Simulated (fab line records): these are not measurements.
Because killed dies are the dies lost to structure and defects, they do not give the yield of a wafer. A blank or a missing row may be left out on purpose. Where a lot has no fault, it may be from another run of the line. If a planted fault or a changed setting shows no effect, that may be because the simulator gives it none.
Code-filled problem report in 8D (eight disciplines) form    flow sky130    the parts of the form that need people (team, actions taken, sign-off) are left out

1. THE PROBLEM
Wafers without a fault read 0.854 a.u., standard deviation 0.0047; oesProductAu at SKY_VIA1_ETCH_14 reads a mean of 0.920 a.u. on 6 wafers belonging to 2 lots. Measured from the usual mean, that is +14 standard deviations.
The step: etches BARC in N2/H2, stops on SiO2, time 45.9 s, target depth 60 nm.
First seen on wafer L415.1, day 38 03:29, on rieDiel-01. At this step, 18 wafers from 6 lots have a number in the record. Rule for "out", or "out of limits": more than 4 standard deviations from the usual mean. The other wafers with a number count as sound.

2. WHAT IT IS AND WHAT IT IS NOT
question                     is                        is not
which readings at this step  oesProductAu, runLengthS  drypumpMotorCurrentA
which lots                   L415, L416                L403, L409, L417, L424
which wafers of those lots   all that have a number    -
read on which tools          rieDiel-01                rieDiel-03, rieDiel-04
when                         from day 38 03:29         up to then (6 sound wafers); but 6 sound wafers of L417, L424 came after

3. THE SUSPECTS, EACH WITH WHAT RULES IT OUT
Counting: a tool at a process step up to the reading stays a suspect if it ran every lot that is out and no sound lot after the first of them.
- cmp-02 at SKY_VIA1_CMP_02 (polishes SiO2): ruled out as a lasting fault. Sound lots L424 ran on it after its first lot that is out, L415 (day 37 00:55).
- rieDiel-01 at SKY_VIA1_ETCH_14 (etches BARC in N2/H2, stops on SiO2, time 45.9 s, target depth 60 nm): kept. Every lot that is out went through it, starting with L415 (day 38 03:29), and after that it ran no sound lot; the last sound lot it ran before then is L409 (day 36 01:20). Its own readings are out on those wafers: oesProductAu, runLengthS.
Remaining after the count: rieDiel-01 at SKY_VIA1_ETCH_14.

4. THE CAUSE (what the simulator had put in)
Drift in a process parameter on rieDiel-01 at SKY_VIA1_ETCH_14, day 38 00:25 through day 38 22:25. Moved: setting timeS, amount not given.
After counting, this tool was the only one left.

5. THE CHAIN OF EFFECTS, in route order
Rows list readings where the struck wafers' mean (over those with a number) sits beyond 3 standard deviations from the usual. Readings are gone through only where the record gives a usual standard deviation; hours: the median, over the lots, of the time from a lot's start at the first step in this table giving one to that lot's start at this step; sigmas: the change measured in usual standard deviations.
hours  step              reading       usual       on struck wafers  change  sigmas
0      SKY_VIA1_ETCH_14  oesProductAu  0.854 a.u.  0.920             +0.066  +14
0      SKY_VIA1_ETCH_14  runLengthS    74.1 s      70.2              -3.8    -11
Here are the process steps it includes:
- SKY_VIA1_ETCH_14: etches BARC in N2/H2, stops on SiO2, time 45.9 s, target depth 60 nm.

6. WHAT WOULD HAVE CAUGHT IT SOONER
The fault began at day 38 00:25; the first out-of-limits reading in this record came at day 38 03:29, 3 hours later.
